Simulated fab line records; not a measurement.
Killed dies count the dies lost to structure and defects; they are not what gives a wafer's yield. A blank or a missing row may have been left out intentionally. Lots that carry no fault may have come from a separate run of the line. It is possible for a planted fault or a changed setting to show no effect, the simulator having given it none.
fab line records | flow sky130
[record] lots = 10 | wafers = 29 | last_day = 50
route steps=708 shown LDD_N@254 POLY_CUT@318 SD_P@329 PAD_OPEN@708
lots untouched by any fault: they come from a run of this same line in which no faults occurred
start_h: start of the lot's first displayed wafer, in hours after the record's first day | wait_h: hours from the lot's prior step to this one | " identical to the entry in the row above | L1.1+2: a single row standing in for several wafers | - either no value or no given start | * or withheld: withheld | < > ~ a bound
route shown NAME@n: NAME is a module with steps in the file, n the number in the route of the first one | usual: average and standard deviation across the fault-free wafers | same: alike in all rows | chamber/n: place in a boat | sites: readings site by site | _std_site: standard deviation of those values | _edge_site: outer sites' mean less inner sites' | radius_mm: for every site, how far away it sits from the centre of the wafer | mask NAME#n: copy n | behind: the last tool/chamber to shape the wafer | hold: reason for holding the lot/hours on hold/outcome of the hold | device: the n, p or np transistor that did not switch | end of line: the route-end tests of the same wafers | step lacking rows: just its recipe | killed: at the first sort, the dies lost to defects and structure; wafer yield is something else | map: the dies of a wafer, with x for killed, . for not killed, _ for no die there
set.NAME: the setting that was run; set.NAME@STEP: the one run at that earlier step | model.NAME: the simulator's own value behind a step, which no gauge read
the route's steps for a sample of lots (tables are steps, rows are wafers)
services: the hour from which a tool's chamber was out of use, counted from the record's first day as start_h (under 0 if before that day), plus the number of hours and why
[[steps]]
[step SKY_LDD_N_TW_MEAS_17]
[usual] LDD_N_TW = 2581/17
lot.wafer | tool          | chamber | start_h | wait_h | LDD_N_TW
L463.4    | film_metro-04 | -       | 408.63  | 0.1    | 2581
L463.5    | "             | -       | "       | "      | 2575
L463.6    | "             | -       | "       | "      | 2577
L466.1    | film_metro-01 | -       | 445.80  | 0.1    | 2585
L466.2    | "             | -       | "       | "      | 2603
L466.5    | "             | -       | "       | "      | 2592
L468.1    | film_metro-04 | -       | 458.55  | 0.1    | 2550
L468.3    | "             | -       | "       | "      | 2564
L468.4    | "             | -       | "       | "      | 2558
L470.3    | film_metro-04 | -       | 482.47  | 0.1    | 2563
L470.4    | "             | -       | "       | "      | 2553
L470.5    | "             | -       | "       | "      | 2553
L472.3    | film_metro-04 | -       | 491.32  | 0.1    | 2567
L472.4    | "             | -       | "       | "      | 2575
L472.6    | "             | -       | "       | "      | 2568
L478.4    | film_metro-02 | -       | 543.73  | 0.1    | 2578
L478.6    | "             | -       | "       | "      | 2579
L479.4    | film_metro-04 | -       | 552.78  | 0.1    | 2557
L479.5    | "             | -       | "       | "      | 2553
L479.6    | "             | -       | "       | "      | 2542
L481.1    | film_metro-01 | -       | 569.65  | 0.1    | 2600
L481.5    | "             | -       | "       | "      | 2585
L481.6    | "             | -       | "       | "      | 2599
L483.3    | film_metro-02 | -       | 586.17  | 0.1    | 2584
L483.4    | "             | -       | "       | "      | 2598
L483.5    | "             | -       | "       | "      | 2600
L485.1    | film_metro-01 | -       | 595.20  | 0.1    | 2603
L485.3    | "             | -       | "       | "      | 2603
L485.6    | "             | -       | "       | "      | 2608
[step SKY_POLY_CUT_ETCH_11]
[recipe] target = Si3N4 | chemistry = CF4/CH2F2/Ar | stop_on = poly-Si | source_w = 600 | bias_w = 150 | pressure_mtorr = 40 | cf4_flow_sccm = 40 | ch2f2_flow_sccm = 20 | Ar_flow_sccm = 150 | time_s = 42.5 | target_depth_a = 600
[usual] cf4_flow_sccm = 40.00/0.12 | chamber_pressure_mTorr = 40.00/0.036 | drypump_motor_current_A = 6.0/0.33 | oes_product_au = 0.830/0.0069 | throttle_valve_pct = 14.995/0.0084
lot.wafer | tool        | chamber | start_h | wait_h | cf4_flow_sccm | chamber_pressure_mTorr | drypump_motor_current_A | oes_product_au | rf_hours_counter_h | throttle_valve_pct
L463.4    | rie_diel-03 | 3       | 564.88  | 0.0    | 39.98         | 39.97                  | 6.3                     | 0.819          | 6                  | 14.993
L463.5    | "           | 2       | "       | "      | 40.23         | 39.95                  | 5.3                     | 0.823          | -                  | 14.997
L463.6    | "           | 3       | "       | "      | 40.03         | 40.01                  | 6.2                     | 0.819          | -                  | 14.994
L466.1    | rie_diel-01 | 3       | 600.63  | 0.0    | 39.98         | 40.07                  | 5.5                     | 0.841          | 10                 | 14.993
L466.2    | "           | 0       | "       | "      | 40.06         | 39.98                  | 6.2                     | 0.819          | 5                  | 15.002
L466.5    | "           | 3       | "       | "      | 39.89         | 40.01                  | 5.5                     | 0.826          | -                  | 15.006
L468.1    | rie_diel-01 | 3       | 612.03  | 0.0    | 40.12         | 40.00                  | 5.5                     | 0.828          | 10                 | 14.997
L468.3    | "           | 1       | "       | "      | 39.85         | 39.97                  | 6.2                     | 0.839          | 10                 | 15.007
L468.4    | "           | 0       | "       | "      | 40.02         | 40.03                  | 6.2                     | 0.825          | 5                  | 14.992
L470.3    | rie_diel-04 | 3       | 634.87  | 0.0    | 40.23         | 40.01                  | 6.4                     | 0.834          | 6                  | 14.989
L470.4    | "           | 3       | "       | "      | 40.12         | 40.02                  | 6.3                     | 0.826          | -                  | 14.988
L470.5    | "           | 1       | "       | "      | 40.01         | 39.98                  | 6.2                     | 0.842          | -                  | 14.998
L472.3    | rie_diel-04 | 1       | 642.87  | 0.0    | 40.03         | 40.00                  | 6.2                     | 0.824          | 46                 | 15.003
L472.4    | "           | 3       | "       | "      | 39.82         | 39.95                  | 6.3                     | 0.829          | -                  | 14.991
L472.6    | "           | 1       | "       | "      | 40.11         | 39.97                  | 6.2                     | 0.835          | -                  | 15.000
L478.4    | rie_diel-01 | 0       | 693.11  | 0.0    | 39.99         | 40.04                  | 6.3                     | 0.833          | 7                  | 15.000
L478.6    | "           | 2       | "       | "      | 39.86         | 39.92                  | 6.0                     | 0.829          | -                  | 14.993
L479.4    | rie_diel-03 | 1       | 700.72  | 0.0    | 39.96         | 40.03                  | 5.6                     | 0.840          | 29                 | 15.001
L479.5    | "           | 1       | "       | "      | 40.11         | 40.02                  | 5.6                     | 0.838          | -                  | 15.002
L479.6    | "           | 0       | "       | "      | 40.17         | 40.00                  | 6.0                     | 0.841          | -                  | 14.995
L481.1    | rie_diel-01 | 3       | 715.43  | 0.0    | 39.94         | 40.01                  | 5.5                     | 0.832          | 12                 | 15.001
L481.5    | "           | 0       | "       | "      | 39.83         | 40.02                  | 6.2                     | 0.828          | -                  | 14.997
L481.6    | "           | 1       | "       | "      | 40.05         | 40.02                  | 6.2                     | 0.838          | -                  | 15.002
L483.3    | rie_diel-04 | 2       | 732.81  | 0.0    | 39.92         | 40.02                  | 6.5                     | 0.828          | 1                  | 15.002
L483.4    | "           | 1       | "       | "      | 39.98         | 39.98                  | 6.2                     | 0.825          | 49                 | 14.990
L483.5    | "           | 3       | "       | "      | 39.81         | 40.06                  | 6.3                     | 0.825          | -                  | 14.991
L485.1    | rie_diel-01 | 1       | 741.56  | 0.0    | 39.89         | 39.92                  | 6.2                     | 0.827          | 12                 | 14.989
L485.3    | "           | 3       | "       | "      | 39.98         | 40.06                  | 5.6                     | 0.820          | 13                 | 14.987
L485.6    | "           | 2       | "       | "      | 39.89         | 40.03                  | 6.0                     | 0.824          | -                  | 15.000
[step SKY_POLY_CUT_STRIP_12]
[recipe] chemistry = O2/N2 | power_w = 1400 | pressure_mtorr = 1500 | platen_temp_c = withheld | o2_flow_sccm = 3000 | n2_flow_sccm = 300 | overash_fraction = 0.5
[usual] chamber_pressure_mTorr = 1500.3/1.5 | drypump_motor_current_A = 5.5/0.44 | oes_product_au = 0.453/0.0049 | strip_time_to_endpoint_s = 5.358/0.018
[same] overash_fraction = 0.5
lot.wafer | tool            | chamber | start_h | wait_h | chamber_pressure_mTorr | drypump_motor_current_A | oes_product_au | rf_hours_counter_h | strip_time_to_endpoint_s
L463.4    | plasma_asher-04 | 1       | 564.95  | 0.1    | 1501.4                 | 5.3                     | 0.452          | -                  | 5.365
L463.5    | "               | 0       | "       | "      | 1499.5                 | 5.3                     | 0.461          | -                  | 5.366
L463.6    | "               | 1       | "       | "      | 1497.2                 | 5.3                     | 0.452          | -                  | 5.369
L466.1    | plasma_asher-02 | 1       | 600.67  | 0.0    | 1500.0                 | 5.4                     | 0.453          | 15                 | 5.383
L466.2    | "               | 0       | "       | "      | 1501.0                 | 5.5                     | 0.456          | 15                 | 5.380
L466.5    | "               | 0       | "       | "      | 1500.7                 | 5.5                     | 0.461          | -                  | 5.387
L468.1    | plasma_asher-01 | 1       | 612.07  | 0.0    | 1499.2                 | 5.4                     | 0.447          | 49                 | 5.374
L468.3    | "               | 0       | "       | "      | 1500.1                 | 6.6                     | 0.453          | -                  | 5.365
L468.4    | "               | 1       | "       | "      | 1501.5                 | 5.4                     | 0.456          | -                  | 5.361
L470.3    | plasma_asher-01 | 0       | 634.94  | 0.1    | 1501.7                 | 6.6                     | 0.435          | -                  | 5.345
L470.4    | "               | 1       | "       | "      | 1500.4                 | 5.4                     | 0.446          | -                  | 5.325
L470.5    | "               | 1       | "       | "      | 1500.8                 | 5.4                     | 0.456          | -                  | 5.360
L472.3    | plasma_asher-01 | 0       | 642.94  | 0.1    | 1499.6                 | 6.6                     | 0.446          | -                  | 5.352
L472.4    | "               | 1       | "       | "      | 1499.4                 | 5.4                     | 0.444          | -                  | 5.347
L472.6    | "               | 0       | "       | "      | 1501.9                 | 6.6                     | 0.451          | -                  | 5.337
L478.4    | plasma_asher-01 | 0       | 693.19  | 0.1    | 1498.6                 | 6.6                     | 0.455          | -                  | 5.377
L478.6    | "               | 0       | "       | "      | 1498.8                 | 6.6                     | 0.459          | -                  | 5.370
L479.4    | plasma_asher-04 | 1       | 700.79  | 0.1    | 1499.1                 | 5.3                     | 0.456          | -                  | 5.372
L479.5    | "               | 1       | "       | "      | 1502.0                 | 5.3                     | 0.454          | -                  | 5.406
L479.6    | "               | 0       | "       | "      | 1498.8                 | 5.3                     | 0.456          | -                  | 5.365
L481.1    | plasma_asher-04 | 0       | 715.47  | 0.0    | 1502.0                 | 5.3                     | 0.446          | 102                | 5.347
L481.5    | "               | 0       | "       | "      | 1498.0                 | 5.3                     | 0.447          | -                  | 5.330
L481.6    | "               | 1       | "       | "      | 1502.5                 | 5.3                     | 0.461          | -                  | 5.359
L483.3    | plasma_asher-02 | 1       | 732.89  | 0.1    | 1499.9                 | 5.5                     | 0.456          | -                  | 5.375
L483.4    | "               | 0       | "       | "      | 1500.7                 | 5.5                     | 0.457          | -                  | 5.362
L483.5    | "               | 1       | "       | "      | 1496.8                 | 5.4                     | 0.446          | -                  | 5.345
L485.1    | plasma_asher-01 | 0       | 741.60  | 0.0    | 1502.4                 | 6.6                     | 0.454          | 60                 | 5.338
L485.3    | "               | 1       | "       | "      | 1501.7                 | 5.4                     | 0.454          | -                  | 5.332
L485.6    | "               | 0       | "       | "      | 1501.1                 | 6.6                     | 0.448          | -                  | 5.342
[step SKY_SD_P_IMPLANT_09]
[recipe] species = BF2 | energy_kev = 20 | dose_cm2 = 3e+15 | tilt_deg = 0
[usual] beam_on_s = 13.7/0.81 | faraday_current_uA = 11964/660
lot.wafer | tool         | chamber | start_h | wait_h | beam_on_s | faraday_current_uA
L463.4    | implanter-04 | 0       | 594.65  | 0.1    | 14.8      | 11146
L463.5    | "            | 0       | "       | "      | 15.2      | 10794
L463.6    | "            | 0       | "       | "      | 15.4      | 10623
L466.1    | implanter-03 | 0       | 629.84  | 0.0    | 13.8      | 11878
L466.2    | "            | 0       | "       | "      | 13.1      | 12525
L466.5    | "            | 0       | "       | "      | 13.4      | 12242
L468.1    | implanter-02 | 0       | 640.87  | 0.0    | 12.9      | 12714
L468.3    | "            | 0       | "       | "      | 13.2      | 12323
L468.4    | "            | 0       | "       | "      | 13.3      | 12363
L470.3    | implanter-03 | 0       | 663.87  | 0.1    | 13.2      | 12436
L470.4    | "            | 0       | "       | "      | 13.5      | 12061
L470.5    | "            | 0       | "       | "      | 13.2      | 12377
L472.3    | implanter-02 | 0       | 672.19  | 0.1    | 13.5      | 12199
L472.4    | "            | 0       | "       | "      | 12.8      | 12710
L472.6    | "            | 0       | "       | "      | 13.3      | 12346
L478.4    | implanter-02 | 0       | 721.36  | 0.1    | 10.4      | 15707
L478.6    | "            | 0       | "       | "      | 13.6      | 12064
L479.4    | implanter-02 | 0       | 728.91  | 0.1    | 10.2      | 16001
L479.5    | "            | 0       | "       | "      | 13.7      | 11904
L479.6    | "            | 0       | "       | "      | 13.2      | 12415
L481.1    | implanter-02 | 0       | 743.47  | 0.0    | 10.4      | 15778
L481.5    | "            | 0       | "       | "      | 12.8      | 12800
L481.6    | "            | 0       | "       | "      | 13.3      | 12324
L483.3    | implanter-04 | 0       | 759.62  | 0.1    | 14.2      | 11481
L483.4    | "            | 0       | "       | "      | 14.5      | 11303
L483.5    | "            | 0       | "       | "      | 15.0      | 10925
L485.1    | implanter-03 | 0       | 768.84  | 0.0    | 13.8      | 11869
L485.3    | "            | 0       | "       | "      | 12.6      | 12880
L485.6    | "            | 0       | "       | "      | 12.6      | 12919
[step SKY_SD_P_STRIP_10]
[recipe] chemistry = O2/N2 | power_w = 1400 | pressure_mtorr = 1500 | platen_temp_c = withheld | o2_flow_sccm = 3000 | n2_flow_sccm = 300 | overash_fraction = 0.5
[usual] chamber_pressure_mTorr = 1500.1/1.3 | drypump_motor_current_A = 5.7/0.56 | oes_product_au = 0.618/0.005 | strip_time_to_endpoint_s = 17.52/0.037
[same] overash_fraction = 0.5
lot.wafer | tool            | chamber | start_h | wait_h | chamber_pressure_mTorr | drypump_motor_current_A | oes_product_au | rf_hours_counter_h | strip_time_to_endpoint_s
L463.4    | plasma_asher-01 | 0       | 594.76  | 0.1    | 1499.3                 | 6.6                     | 0.616          | -                  | 17.54
L463.5    | "               | 1       | "       | "      | 1500.5                 | 5.4                     | 0.621          | -                  | 17.52
L463.6    | "               | 0       | "       | "      | 1503.1                 | 6.5                     | 0.623          | -                  | 17.56
L466.1    | plasma_asher-04 | 1       | 629.99  | 0.1    | 1499.5                 | 5.3                     | 0.625          | 94                 | 17.51
L466.2    | "               | 0       | "       | "      | 1498.8                 | 5.3                     | 0.624          | 94                 | 17.44
L466.5    | "               | 0       | "       | "      | 1500.2                 | 5.3                     | 0.616          | -                  | 17.50
L468.1    | plasma_asher-04 | 0       | 641.02  | 0.1    | 1500.9                 | 5.3                     | 0.627          | 95                 | 17.50
L468.3    | "               | 1       | "       | "      | 1501.4                 | 5.3                     | 0.611          | -                  | 17.52
L468.4    | "               | 0       | "       | "      | 1501.7                 | 5.3                     | 0.624          | -                  | 17.53
L470.3    | plasma_asher-03 | 0       | 664.01  | 0.1    | 1501.8                 | 6.4                     | 0.615          | -                  | 17.50
L470.4    | "               | 1       | "       | "      | 1499.2                 | 5.4                     | 0.615          | -                  | 17.49
L470.5    | "               | 1       | "       | "      | 1499.1                 | 5.3                     | 0.607          | -                  | 17.48
L472.3    | plasma_asher-01 | 0       | 672.33  | 0.1    | 1500.5                 | 6.5                     | 0.616          | -                  | 17.51
L472.4    | "               | 1       | "       | "      | 1500.5                 | 5.4                     | 0.621          | -                  | 17.54
L472.6    | "               | 1       | "       | "      | 1498.3                 | 5.4                     | 0.612          | -                  | 17.54
L478.4    | plasma_asher-03 | 1       | 721.47  | 0.1    | 1500.8                 | 5.4                     | 0.633          | -                  | 17.09
L478.6    | "               | 0       | "       | "      | 1501.9                 | 6.4                     | 0.619          | -                  | 17.56
L479.4    | plasma_asher-04 | 0       | 729.02  | 0.1    | 1499.5                 | 5.3                     | 0.618          | -                  | 17.01
L479.5    | "               | 0       | "       | "      | 1500.2                 | 5.3                     | 0.612          | -                  | 17.53
L479.6    | "               | 1       | "       | "      | 1500.4                 | 5.3                     | 0.611          | -                  | 17.53
L481.1    | plasma_asher-01 | 0       | 743.62  | 0.1    | 1498.7                 | 6.6                     | 0.634          | 61                 | 17.05
L481.5    | "               | 0       | "       | "      | 1499.2                 | 6.6                     | 0.618          | -                  | 17.54
L481.6    | "               | 1       | "       | "      | 1500.4                 | 5.4                     | 0.615          | -                  | 17.51
L483.3    | plasma_asher-04 | 0       | 759.76  | 0.1    | 1499.9                 | 5.3                     | 0.618          | -                  | 17.52
L483.4    | "               | 1       | "       | "      | 1501.1                 | 5.3                     | 0.607          | -                  | 17.57
L483.5    | "               | 0       | "       | "      | 1499.8                 | 5.2                     | 0.619          | -                  | 17.52
L485.1    | plasma_asher-04 | 0       | 768.99  | 0.1    | 1499.3                 | 5.3                     | 0.627          | 2                  | 17.51
L485.3    | "               | 1       | "       | "      | 1499.7                 | 5.3                     | 0.624          | -                  | 17.49
L485.6    | "               | 0       | "       | "      | 1500.2                 | 5.3                     | 0.617          | -                  | 17.49
[step SKY_SD_P_TW_MEAS_11]
[usual] SD_P_TW = 2817/18
lot.wafer | tool          | chamber | start_h | wait_h | SD_P_TW
L463.4    | film_metro-04 | -       | 594.85  | 0.1    | 2821
L463.5    | "             | -       | "       | "      | 2804
L463.6    | "             | -       | "       | "      | 2812
L466.1    | film_metro-03 | -       | 630.09  | 0.1    | 2845
L466.2    | "             | -       | "       | "      | 2857
L466.5    | "             | -       | "       | "      | 2843
L468.1    | film_metro-02 | -       | 641.12  | 0.1    | 2824
L468.3    | "             | -       | "       | "      | 2824
L468.4    | "             | -       | "       | "      | 2834
L470.3    | film_metro-04 | -       | 664.09  | 0.1    | 2797
L470.4    | "             | -       | "       | "      | 2786
L470.5    | "             | -       | "       | "      | 2795
L472.3    | film_metro-02 | -       | 672.41  | 0.1    | 2805
L472.4    | "             | -       | "       | "      | 2790
L472.6    | "             | -       | "       | "      | 2785
L478.4    | film_metro-03 | -       | 721.57  | 0.1    | 2675
L478.6    | "             | -       | "       | "      | 2831
L479.4    | film_metro-02 | -       | 729.12  | 0.1    | 2686
L479.5    | "             | -       | "       | "      | 2824
L479.6    | "             | -       | "       | "      | 2826
L481.1    | film_metro-02 | -       | 743.72  | 0.1    | 2703
L481.5    | "             | -       | "       | "      | 2836
L481.6    | "             | -       | "       | "      | 2831
L483.3    | film_metro-04 | -       | 759.84  | 0.1    | 2813
L483.4    | "             | -       | "       | "      | 2777
L483.5    | "             | -       | "       | "      | 2815
L485.1    | film_metro-04 | -       | 769.09  | 0.1    | 2816
L485.3    | "             | -       | "       | "      | 2819
L485.6    | "             | -       | "       | "      | 2817
[step SKY_SD_N_RS_MEAS_17]
[recipe] thk_meas_gauge = four-point-probe
[usual] SD_P_RS = 147.0/0.41
lot.wafer | tool          | chamber | start_h | wait_h | SD_P_RS[ohm/sq]
L463.4    | film_metro-03 | -       | 654.44  | 0.1    | 147.3
L463.5    | "             | -       | "       | "      | 147.1
L463.6    | "             | -       | "       | "      | 146.9
L466.1    | film_metro-04 | -       | 688.42  | 0.1    | 147.8
L466.2    | "             | -       | "       | "      | 147.3
L466.5    | "             | -       | "       | "      | 147.8
L468.1    | film_metro-04 | -       | 699.97  | 0.1    | 146.5
L468.3    | "             | -       | "       | "      | 146.8
L468.4    | "             | -       | "       | "      | 146.6
L470.3    | film_metro-02 | -       | 721.57  | 0.1    | 147.0
L470.4    | "             | -       | "       | "      | 146.9
L470.5    | "             | -       | "       | "      | 146.9
L472.3    | film_metro-02 | -       | 730.67  | 0.1    | 147.5
L472.4    | "             | -       | "       | "      | 147.2
L472.6    | "             | -       | "       | "      | 147.5
L478.4    | film_metro-02 | -       | 777.34  | 0.1    | 150.8
L478.6    | "             | -       | "       | "      | 147.0
L479.4    | film_metro-03 | -       | 784.44  | 0.1    | 150.7
L479.5    | "             | -       | "       | "      | 146.7
L479.6    | "             | -       | "       | "      | 146.0
L481.1    | film_metro-04 | -       | 796.93  | 0.1    | 150.7
L481.5    | "             | -       | "       | "      | 146.5
L481.6    | "             | -       | "       | "      | 146.7
L483.3    | film_metro-03 | -       | 813.07  | 0.1    | 147.0
L483.4    | "             | -       | "       | "      | 147.3
L483.5    | "             | -       | "       | "      | 146.6
L485.1    | film_metro-04 | -       | 821.63  | 0.1    | 147.4
L485.3    | "             | -       | "       | "      | 147.7
L485.6    | "             | -       | "       | "      | 147.3
[step SKY_PAD_OPEN_PROBE_99]
[usual] killed_at_M0_to_M3 = 42/6.1 | killed_at_M4_up = 3.4/2 | killed_at_contacts = 23/4.8 | killed_at_front_end = 15/3.8 | killed_at_other = 0.3/0.48 | killed_dies = 84/8.5 | killed_open = 46/6.8 | killed_short = 38/6.2
[same] gross_dies = 492 | killed_at_back_side = 0
lot.wafer | tool      | chamber | start_h | wait_h | killed_at_M0_to_M3 | killed_at_M4_up | killed_at_contacts | killed_at_front_end | killed_at_other | killed_dies | killed_open | killed_short
L470.3    | prober-01 | -       | 1132.09 | 0.2    | 36                 | 3               | 35                 | 13                  | 0               | 87          | 40          | 45
L470.4    | prober-01 | -       | 1132.14 | 0.2    | 40                 | 4               | 20                 | 12                  | 1               | 77          | 40          | 35
L470.5    | prober-01 | -       | 1132.19 | 0.2    | 49                 | 2               | 36                 | 19                  | 0               | 106         | 56          | 49
L478.4    | prober-01 | -       | 1171.19 | 0.2    | 38                 | 3               | 30                 | 11                  | 0               | 82          | 46          | 36
L478.6    | prober-01 | -       | 1171.29 | 0.2    | 48                 | 2               | 22                 | 15                  | 1               | 88          | 44          | 43
L479.4    | prober-02 | -       | 1172.97 | 0.2    | 47                 | 4               | 20                 | 13                  | 0               | 84          | 44          | 40
L479.5    | prober-02 | -       | 1173.02 | 0.2    | 39                 | 1               | 17                 | 13                  | 0               | 70          | 40          | 30
L479.6    | prober-02 | -       | 1173.07 | 0.2    | 40                 | 4               | 24                 | 19                  | 0               | 87          | 47          | 40
L481.1    | prober-01 | -       | 1183.64 | 0.1    | 46                 | 3               | 19                 | 15                  | 0               | 83          | 46          | 36
L481.5    | prober-01 | -       | 1183.84 | 0.2    | 32                 | 2               | 34                 | 14                  | 0               | 82          | 43          | 39
L481.6    | prober-01 | -       | 1183.89 | 0.2    | 46                 | 1               | 23                 | 15                  | 1               | 86          | 48          | 37
// killed by level:class
L470.3 CONTACT:geometric_particle:open=17 LOCAL_INTERCONNECT:geometric_particle:short=8 METAL2:geometric_particle:short=7 VIA1:geometric_particle:short=6 VIA1:geometric_particle:open=6 FIELD_ISO:geometric_particle:short=5 VIA2:geometric_particle:open=4 LI_CONTACT:geometric_particle:open=3
L470.4 VIA3:geometric_particle:open=8 CONTACT:geometric_particle:open=7 METAL2:geometric_particle:short=7 VIA1:geometric_particle:open=6 POLY_GATE:geometric_particle:open=6 VIA2:geometric_particle:open=5 LI_CONTACT:geometric_particle:open=4 LOCAL_INTERCONNECT:geometric_particle:short=4
L470.5 CONTACT:geometric_particle:open=14 VIA1:geometric_particle:open=10 METAL2:geometric_particle:short=9 CONTACT:geometric_particle:short=8 LI_CONTACT:geometric_particle:open=7 VIA1:geometric_particle:short=7 FIELD_ISO:geometric_particle:short=6 METAL1:geometric_particle:short=6
L478.4 CONTACT:geometric_particle:open=15 VIA1:geometric_particle:open=10 CONTACT:geometric_particle:short=7 VIA1:geometric_particle:short=7 VIA2:geometric_particle:open=7 FIELD_ISO:geometric_particle:open=4 LOCAL_INTERCONNECT:geometric_particle:short=4 POLY_GATE:geometric_particle:short=3
L478.6 VIA1:geometric_particle:open=9 VIA2:geometric_particle:open=9 CONTACT:geometric_particle:open=7 METAL1:geometric_particle:short=7 VIA3:geometric_particle:short=7 LI_CONTACT:geometric_particle:open=6 METAL2:geometric_particle:short=5 LI_CONTACT:geometric_particle:short=5
L479.4 VIA1:geometric_particle:open=14 CONTACT:geometric_particle:open=7 VIA3:geometric_particle:open=7 VIA3:geometric_particle:short=6 FIELD_ISO:geometric_particle:short=5 METAL1:geometric_particle:short=5 LI_CONTACT:geometric_particle:short=4 CONTACT:geometric_particle:short=4
L479.5 VIA1:geometric_particle:open=12 CONTACT:geometric_particle:open=6 LOCAL_INTERCONNECT:geometric_particle:short=5 METAL2:geometric_particle:short=5 VIA2:geometric_particle:open=5 VIA3:geometric_particle:open=5 VIA1:geometric_particle:short=4 VIA2:geometric_particle:short=4
L479.6 CONTACT:geometric_particle:open=12 VIA1:geometric_particle:open=8 CONTACT:geometric_particle:short=7 SPACER:geometric_particle:open=5 METAL1:geometric_particle:short=5 VIA2:geometric_particle:open=5 VIA3:geometric_particle:open=5 POLY_GATE:geometric_particle:short=4
L481.1 METAL2:geometric_particle:short=9 VIA1:geometric_particle:open=8 VIA3:geometric_particle:open=8 CONTACT:geometric_particle:open=6 VIA2:geometric_particle:open=6 LI_CONTACT:geometric_particle:open=5 METAL3:geometric_particle:short=4 FIELD_ISO:geometric_particle:open=3
L481.5 CONTACT:geometric_particle:open=12 VIA3:geometric_particle:open=9 LI_CONTACT:geometric_particle:open=7 LOCAL_INTERCONNECT:geometric_particle:short=7 LI_CONTACT:geometric_particle:short=5 METAL1:geometric_particle:short=5 FIELD_ISO:geometric_particle:open=4 POLY_GATE:geometric_particle:short=4
L481.6 CONTACT:geometric_particle:open=14 VIA1:geometric_particle:open=12 VIA3:geometric_particle:open=8 LOCAL_INTERCONNECT:geometric_particle:short=5 VIA2:geometric_particle:short=5 FIELD_ISO:geometric_particle:open=4 METAL1:geometric_particle:short=4 VIA2:geometric_particle:open=4
[[services]]
tool            | chamber | start_h | hours | kind
rie_diel-03     | -       | 550.68  | 0.2   | repair
implanter-04    | -       | 551.41  | 9.1   | repair
plasma_asher-02 | -       | 556.41  | 12.3  | pm
rie_diel-04     | 1       | 557.94  | 4.3   | repair
implanter-02    | -       | 559.39  | 3.2   | pm
implanter-02    | -       | 564.37  | 1.2   | repair
rie_diel-01     | 0       | 573.92  | 11.8  | repair
rie_diel-04     | 2       | 614.01  | 84.9  | repair
implanter-03    | -       | 617.57  | 1.5   | repair
plasma_asher-04 | -       | 654.46  | 0.6   | repair
implanter-03    | -       | 657.65  | 2.0   | repair
rie_diel-01     | 3       | 671.04  | 12.9  | repair
implanter-02    | -       | 673.67  | 3.6   | repair
implanter-02    | -       | 681.64  | 1.1   | repair
plasma_asher-04 | -       | 702.76  | 2.8   | pm
implanter-02    | -       | 708.19  | 5.0   | repair
plasma_asher-01 | -       | 719.23  | 14.6  | pm
plasma_asher-04 | -       | 733.75  | 9.0   | pm
plasma_asher-01 | -       | 733.80  | 2.8   | pm
rie_diel-04     | 1       | 735.42  | 7.6   | repair
implanter-03    | -       | 736.46  | 2.1   | pm
implanter-03    | -       | 740.51  | 6.1   | repair
plasma_asher-04 | -       | 750.63  | 6.0   | repair
implanter-03    | -       | 757.18  | 1.3   | repair
[[key]]
[first_sign] step = SKY_SD_P_IMPLANT_09 | reading = faraday_current_uA | direction = up | sigmas = 5.9 | usual = 11964 | struck = 15829
[effect] step = SKY_SD_P_IMPLANT_09 | reading = beam_on_s | direction = down | sigmas = 4.2 | usual = 13.7 | struck = 10.3
[effect] step = SKY_SD_P_STRIP_10 | reading = strip_time_to_endpoint_s | direction = down | sigmas = 13 | usual = * | struck = *
[effect] step = SKY_SD_P_TW_MEAS_11 | reading = SD_P_TW | direction = down | sigmas = 7.3 | usual = 2817 | struck = 2688
[effect] step = SKY_SD_N_RS_MEAS_17 | reading = SD_P_RS | direction = up | sigmas = 9.1 | usual = 147.0 | struck = 150.7
met_at SKY_SD_P_IMPLANT_09
struck_lots L478,L479,L481
struck_wafers L478.4,L479.4,L481.1
tester_left_out L478,L479,L481
not_acting_at SKY_LDD_N_TW_MEAS_17,SKY_POLY_CUT_ETCH_11,SKY_POLY_CUT_STRIP_12
onset_between 672.19 721.36
[fault] kind = process_parameter_drift | tool = implanter-02 | chamber = - | onset_h = 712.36 | steps = SKY_SD_P_IMPLANT_09 | channel = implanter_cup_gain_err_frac | offset = 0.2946 | shape = step | end_h = 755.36 | scope = struck_wafers_only
// tester_left_out: of these lots the tester's yield and bins aren't shown, on N5 and GAA mostly nor the transistor test; their killed dies are dies lost to structure and defects alone, not to doping, threshold or leakage, so they don't give the yield
